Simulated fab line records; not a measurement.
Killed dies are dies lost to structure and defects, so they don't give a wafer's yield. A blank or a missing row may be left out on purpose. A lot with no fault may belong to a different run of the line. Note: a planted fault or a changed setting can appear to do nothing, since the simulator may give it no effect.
The tool behind it: which one? ; flow sky130 ; Sampling: 11 lots, 33 wafers, 6 of 708 route steps

## WHAT THE GAUGES READ, wafer by wafer
SKY_FIELD_ISO_THK_MEAS_25. Usual: for FIELD_ISO_CVD_24_THK the level is 594 nm and the standard deviation is 7.1.
lot;measured;on;FIELD_ISO_CVD_24_THK (nm);flag
L716;day 2 05:34;film_metro-01;586 601 590;
L717;day 2 15:19;film_metro-01;593 595 595;
L718;day 2 16:05;film_metro-02;586 589 598;
L719;day 2 22:56;film_metro-02;598 591 589;
L720;day 3 02:52;film_metro-02;597 596 590;
L722;day 3 15:26;film_metro-03;599 608 592;
L725;day 4 07:13;film_metro-02;593 584 595;
L734;day 6 05:29;film_metro-01;590 582 592;
L736;day 6 16:23;film_metro-03;609 834 609 609 834 609;OFF
L737;day 6 20:27;film_metro-01;593 585 820 593 585 820;OFF
L738;day 7 01:47;film_metro-03;586 582 590;

SKY_VT_ADJUST_LVTN_OVL_MEAS_07. Usual: for VT_ADJUST_LVTN_OVL the level is -0.9 nm and the standard deviation is 1.6.
lot;measured;on;VT_ADJUST_LVTN_OVL (nm);flag
L716;day 6 17:23;overlay-01;0.3 0.6 -0.5;
L717;day 7 07:44;overlay-01;-2.7 -0.7 0.6;
L718;day 7 09:37;overlay-02;-0.8 -1.6 -1.6;
L719;day 7 17:28;overlay-02;-3.1 -2.0 -3.1;
L720;day 7 21:05;overlay-01;-0.4 0.5 -2.1;
L722;day 8 14:01;overlay-01;-0.1 0.7 2.3;
L725;day 9 10:16;overlay-01;-3.1 -3.4 -4.4;
L734;day 11 16:52;overlay-01;-1.0 -1.4 -2.6;
L736;day 12 08:05;overlay-02;-2.9 -2.2 -2.3;
L737;day 12 13:55;overlay-02;-1.6 0.0 -1.4;
L738;day 12 18:25;overlay-01;-0.9 0.1 -1.0;

SKY_VT_ADJUST_NCORE_TW_MEAS_11. Usual: for VT_ADJUST_NCORE_TW the level is 219.8 and the standard deviation is 1.1.
lot;measured;on;VT_ADJUST_NCORE_TW;flag
L716;day 8 10:47;film_metro-01;218.0 217.8 219.0;
L717;day 8 23:44;film_metro-01;219.6 217.8 218.0;
L718;day 9 03:14;film_metro-01;221.1 220.9 220.3;
L719;day 9 10:58;film_metro-03;220.8 221.1 220.2;
L720;day 9 15:08;film_metro-02;220.2 221.0 220.6;
L722;day 10 09:06;film_metro-02;220.4 220.8 220.2;
L725;day 11 06:56;film_metro-02;220.0 220.6 220.4;
L734;day 13 19:59;film_metro-01;219.6 219.7 220.3;
L736;day 14 12:32;film_metro-03;218.6 218.3 218.3;
L737;day 14 17:43;film_metro-01;218.1 218.2 218.0;
L738;day 14 23:40;film_metro-03;218.4 219.4 219.8;

## EACH LOT AND THE TOOL THAT RAN IT (in order: tool; ch and the chambers of the sampled wafers; start)
lot;SKY_FIELD_ISO_STRIP_16;SKY_FIELD_ISO_CVD_24;SKY_FIELD_ISO_CMP_27
L716;plasma_asher-01 ch 0,1, day 2 03:38;hdpcvd-02 ch 1,2, day 2 05:28;cmp-02 ch 0,1,2, day 2 07:16
L717;plasma_asher-03 ch 0,1, day 2 11:56;hdpcvd-01 ch 0,2, day 2 15:14;cmp-02 ch 0,1,2, day 2 17:01
L718;plasma_asher-01 ch 0,1, day 2 14:20;hdpcvd-02 ch 1,2, day 2 16:01;cmp-02 ch 0,2,3, day 2 18:59
L719;plasma_asher-01 ch 0,1, day 2 20:29;hdpcvd-01 ch 0,1,2, day 2 22:52;cmp-01 ch 0,1,2, day 3 01:44
L720;plasma_asher-01 ch 0,1, day 3 01:07;hdpcvd-01 ch 0,1, day 3 02:47;cmp-02 ch 0,1,3, day 3 05:14
L722;plasma_asher-03 ch 0, day 3 13:19;hdpcvd-02 ch 1,2, day 3 15:22;cmp-01 ch 0,1, day 3 17:10
L725;plasma_asher-03 ch 0,1, day 4 04:23;hdpcvd-01 ch 0,1, day 4 07:07;cmp-01 ch 0,1, day 4 08:58
L734;plasma_asher-03 ch 0, day 6 02:41;hdpcvd-01 ch 0,1, day 6 05:24;cmp-01 ch 0,2,3, day 6 08:14
L736;plasma_asher-01 ch 0,1, day 6 13:43;hdpcvd-02 ch 1,2, day 6 16:19;cmp-01 ch 2,3, day 6 22:41
L737;plasma_asher-01 ch 0,1, day 6 17:47;hdpcvd-02 ch 0,1,2, day 6 20:23;cmp-02 ch 0,2, day 7 03:09
L738;plasma_asher-01 ch 0,1, day 6 23:23;hdpcvd-01 ch 0,1,2, day 7 01:43;cmp-01 ch 1,2,3, day 7 04:29
- SKY_FIELD_ISO_STRIP_16: strips in O2/N2.
- SKY_FIELD_ISO_CVD_24: deposits SiO2, target thk 595 nm, time 99.2 s.
- SKY_FIELD_ISO_CMP_27: polishes, stops on Si3N4, t overpolish 16 s, target thk 457.8 nm.

## WHAT THE TOOLS THEMSELVES READ (means of the sampled wafers that have a number; where no wafer has one, the mark that the record gives instead)
SKY_FIELD_ISO_STRIP_16. Usual: drypump_motor_current_A 5.4 A, standard deviation 0.58; n2_flow_sccm 299.9 sccm, standard deviation 0.84; oes_product_au 0.378 a.u., standard deviation 0.0045; strip_time_to_endpoint_s 3.54 s, standard deviation 0.036.
lot;tool;drypump_motor_current_A (A);n2_flow_sccm (sccm);oes_product_au (a.u.);strip_time_to_endpoint_s (s);flag
L716;plasma_asher-01;5.0;299.1;0.378;3.55;
L717;plasma_asher-03;6.0;299.3;0.377;3.56;
L718;plasma_asher-01;4.9;300.8;0.376;3.51;
L719;plasma_asher-01;4.9;299.8;0.379;3.55;
L720;plasma_asher-01;4.9;299.1;0.371;3.53;
L722;plasma_asher-03;6.0;300.9;0.375;3.51;
L725;plasma_asher-03;6.0;300.3;0.373;3.51;
L734;plasma_asher-03;6.0;300.3;0.378;3.54;
L736;plasma_asher-01;4.9;299.1;0.380;3.52;
L737;plasma_asher-01;4.9;299.8;0.381;3.56;
L738;plasma_asher-01;4.9;299.3;0.378;3.53;

SKY_FIELD_ISO_CMP_27. Usual: motor_current_A 11.6 A, standard deviation 1.2; slurry_filter_dp_kPa 13.50 kPa, standard deviation 0.14; slurry_flow_ml_min 150.0, standard deviation 0.49; time_to_endpoint_s 112 s, standard deviation 3.5.
lot;tool;motor_current_A (A);slurry_filter_dp_kPa (kPa);slurry_flow_ml_min;time_to_endpoint_s (s);flag
L716;cmp-02;11.0;13.64;149.8;116;
L717;cmp-02;11.0;13.47;150.5;117;
L718;cmp-02;11.2;13.59;149.6;116;
L719;cmp-01;11.8;13.40;149.5;110;
L720;cmp-02;11.6;13.42;149.8;116;
L722;cmp-01;11.8;13.45;150.2;112;
L725;cmp-01;12.0;13.51;150.2;111;
L734;cmp-01;11.4;13.48;149.3;110;
L736;cmp-01;12.7;13.59;150.2;125;OFF
L737;cmp-02;10.6;13.48;149.9;126;OFF
L738;cmp-01;12.5;13.53;150.1;111;

## THE ANSWER, worked out from the rows above alone
Rule: take the mean of a lot's wafers that have a number; if it is more than 3 standard deviations from the usual mean, the lot is off. A lot without any number at a reading at which 4 lots or more have one is off too. Where the step has rows for the other lots, those lots are counted as sound. The gauges are gone through in route order, then the tools' own readings, and for those a lot's mean is taken as printed above. The first step at which some lot is off is used, and at that step the reading that is off furthest; a lot without a number counts as furthest.
Off: L736, L737, at SKY_FIELD_ISO_THK_MEAS_25 (FIELD_ISO_CVD_24_THK).
If a tool, at a process step before that reading, ran all the lots that are off and no sound lot after the first of them, it fits. The gauges at SKY_FIELD_ISO_THK_MEAS_25 aren't tried: what is off there is off at SKY_FIELD_ISO_CMP_27 too, on other tools, and a gauge's error can't cause that. One candidate fits, namely hdpcvd-02 at SKY_FIELD_ISO_CVD_24. A fault onset in the window from L722 (day 3 15:22, its last sound lot) to L736 (day 6 16:19, its first lot off) fits.

## WHAT THE SIMULATOR HAD INSERTED
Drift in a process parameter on hdpcvd-02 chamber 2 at SKY_FIELD_ISO_CVD_24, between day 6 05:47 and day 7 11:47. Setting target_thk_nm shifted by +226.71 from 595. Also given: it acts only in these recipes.
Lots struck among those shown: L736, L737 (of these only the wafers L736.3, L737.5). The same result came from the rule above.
